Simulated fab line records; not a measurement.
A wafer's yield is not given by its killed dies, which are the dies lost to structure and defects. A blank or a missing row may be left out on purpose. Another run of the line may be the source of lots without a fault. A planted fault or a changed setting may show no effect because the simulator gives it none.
The tool behind it: which one? || flow sky130 || 11 lots with 33 wafers sampled at 5 steps, on a route of 708 steps

## WHAT THE GAUGES READ, wafer by wafer
SKY_METAL2_RS_MEAS_05: uses a four-point probe to measure.
{"lot": "L946", "measured": "day 34 11:11", "on": "film metro-01", "METAL2_ALCU_RS (ohm/sq)": "0.1270 0.1253 0.1252"}
{"lot": "L947", "measured": "day 34 23:01", "on": "film metro-03", "METAL2_ALCU_RS (ohm/sq)": "0.1272 0.1262 0.1266"}
{"lot": "L950", "measured": "day 35 12:48", "on": "film metro-03", "METAL2_ALCU_RS (ohm/sq)": "0.1275 0.1285 0.1270"}
{"lot": "L955", "measured": "day 37 15:13", "on": "film metro-03", "METAL2_ALCU_RS (ohm/sq)": "0.1271 0.1268 0.1269"}
{"lot": "L957", "measured": "day 37 21:46", "on": "film metro-04", "METAL2_ALCU_RS (ohm/sq)": "0.1261 0.1263 0.1261"}
{"lot": "L956", "measured": "day 37 22:10", "on": "film metro-03", "METAL2_ALCU_RS (ohm/sq)": "0.1260 0.1256 0.1271"}
{"lot": "L958", "measured": "day 38 07:22", "on": "film metro-01", "METAL2_ALCU_RS (ohm/sq)": "0.1273 0.1270 0.1273"}
{"lot": "L959", "measured": "day 38 08:08", "on": "film metro-04", "METAL2_ALCU_RS (ohm/sq)": "0.1286 0.1281 0.1275"}
{"lot": "L960", "measured": "day 38 17:34", "on": "film metro-04", "METAL2_ALCU_RS (ohm/sq)": "0.1262 0.1262 0.1267"}
{"lot": "L962", "measured": "day 39 05:18", "on": "film metro-04", "METAL2_ALCU_RS (ohm/sq)": "0.1269 0.1271 0.1280"}
{"lot": "L964", "measured": "day 39 14:17", "on": "film metro-04", "METAL2_ALCU_RS (ohm/sq)": "0.1278 0.1269 0.1266"}

## TOOL THAT RAN EACH LOT (tool first, then ch and the chambers of the sampled wafers, then the start)
{"lot": "L946", "SKY_METAL1_DESCUM_17": "rie metal-03 ch 0,1, day 33 06:23", "SKY_VIA1_CMP_02": "cmp-02 ch 1,2, day 33 07:20", "SKY_VIA1_ETCH_15": "rie diel-01 ch 1,3, day 34 09:45", "SKY_VIA1_CVD_21": "cvd w-01 ch 0,1, day 34 10:27"}
{"lot": "L947", "SKY_METAL1_DESCUM_17": "rie metal-03 ch 0, day 33 17:56", "SKY_VIA1_CMP_02": "cmp-01 ch 0,1,3, day 33 19:07", "SKY_VIA1_ETCH_15": "rie diel-02 ch 0,1,2, day 34 21:35", "SKY_VIA1_CVD_21": "cvd w-02 ch 0,1, day 34 22:17"}
{"lot": "L950", "SKY_METAL1_DESCUM_17": "rie metal-04 ch 0,1, day 34 08:20", "SKY_VIA1_CMP_02": "cmp-02 ch 1,2, day 34 09:22", "SKY_VIA1_ETCH_15": "rie diel-01 ch 0,1,2, day 35 11:14", "SKY_VIA1_CVD_21": "cvd w-02 ch 1, day 35 12:02"}
{"lot": "L955", "SKY_METAL1_DESCUM_17": "rie metal-01 ch 0,1, day 36 09:59", "SKY_VIA1_CMP_02": "cmp-02 ch 0,1,3, day 36 11:16", "SKY_VIA1_ETCH_15": "rie diel-02 ch 0,1,2, day 37 13:43", "SKY_VIA1_CVD_21": "cvd w-02 ch 0,1, day 37 14:29"}
{"lot": "L957", "SKY_METAL1_DESCUM_17": "rie metal-03 ch 0, day 36 16:49", "SKY_VIA1_CMP_02": "cmp-01 ch 1,3, day 36 17:49", "SKY_VIA1_ETCH_15": "rie diel-01 ch 0,2, day 37 20:19", "SKY_VIA1_CVD_21": "cvd w-02 ch 0,1, day 37 21:02"}
{"lot": "L956", "SKY_METAL1_DESCUM_17": "rie metal-04 ch 0,1, day 36 17:11", "SKY_VIA1_CMP_02": "cmp-02 ch 0,1, day 36 18:11", "SKY_VIA1_ETCH_15": "rie diel-04 ch 1,2,3, day 37 20:43", "SKY_VIA1_CVD_21": "cvd w-01 ch 0,1, day 37 21:26"}
{"lot": "L958", "SKY_METAL1_DESCUM_17": "rie metal-03 ch 0,1, day 37 02:23", "SKY_VIA1_CMP_02": "cmp-02 ch 0,2, day 37 03:20", "SKY_VIA1_ETCH_15": "rie diel-01 ch 0,1,3, day 38 05:56", "SKY_VIA1_CVD_21": "cvd w-02 ch 0, day 38 06:38"}
{"lot": "L959", "SKY_METAL1_DESCUM_17": "rie metal-03 ch 0,1, day 37 03:58", "SKY_VIA1_CMP_02": "cmp-02 ch 0,1,3, day 37 04:58", "SKY_VIA1_ETCH_15": "rie diel-01 ch 0,3, day 38 06:40", "SKY_VIA1_CVD_21": "cvd w-02 ch 0,1, day 38 07:25"}
{"lot": "L960", "SKY_METAL1_DESCUM_17": "rie metal-01 ch 0,1, day 37 13:20", "SKY_VIA1_CMP_02": "cmp-01 ch 0,2,3, day 37 14:25", "SKY_VIA1_ETCH_15": "rie diel-01 ch 2,3, day 38 16:08", "SKY_VIA1_CVD_21": "cvd w-01 ch 0,1, day 38 16:50"}
{"lot": "L962", "SKY_METAL1_DESCUM_17": "rie metal-01 ch 0,1, day 38 00:58", "SKY_VIA1_CMP_02": "cmp-02 ch 0,1,3, day 38 02:19", "SKY_VIA1_ETCH_15": "rie diel-01 ch 1,2,3, day 39 03:52", "SKY_VIA1_CVD_21": "cvd w-01 ch 0,1, day 39 04:34"}
{"lot": "L964", "SKY_METAL1_DESCUM_17": "rie metal-04 ch 0,1, day 38 10:02", "SKY_VIA1_CMP_02": "cmp-02 ch 0,2,3, day 38 11:29", "SKY_VIA1_ETCH_15": "rie diel-04 ch 1,2,3, day 39 12:52", "SKY_VIA1_CVD_21": "cvd w-01 ch 0,1, day 39 13:34"}
- SKY_METAL1_DESCUM_17: chemistry O2, time 8 s.
- SKY_VIA1_CMP_02: polishes SiO2.
- SKY_VIA1_ETCH_15: etches SiO2 in C4F8/O2/Ar, stops on TiN, target depth 351 nm, time 54 s.
- SKY_VIA1_CVD_21: deposits W, target thk 270 nm, time 80.902 s.

## THE ANSWER, worked out from the rows above alone
Rule: the lots themselves supply what counts as usual. The widest of any qualifying gaps counts: lots, ordered by their means at a reading, are off when they make up no more than a third of the lots, leave a main group of 4 or more, and stand apart from it by 3 or more times the standard deviation of that group's means. If all means in a main group match to the digits the tables above print for the reading, that group is not used. A lot without any number at a reading at which 4 lots or more have one is off too. All remaining lots with rows at the step are treated as sound.
No lot is off at any reading shown: from this, nothing can be told.

## WHAT WAS PUT IN BY THE SIMULATOR
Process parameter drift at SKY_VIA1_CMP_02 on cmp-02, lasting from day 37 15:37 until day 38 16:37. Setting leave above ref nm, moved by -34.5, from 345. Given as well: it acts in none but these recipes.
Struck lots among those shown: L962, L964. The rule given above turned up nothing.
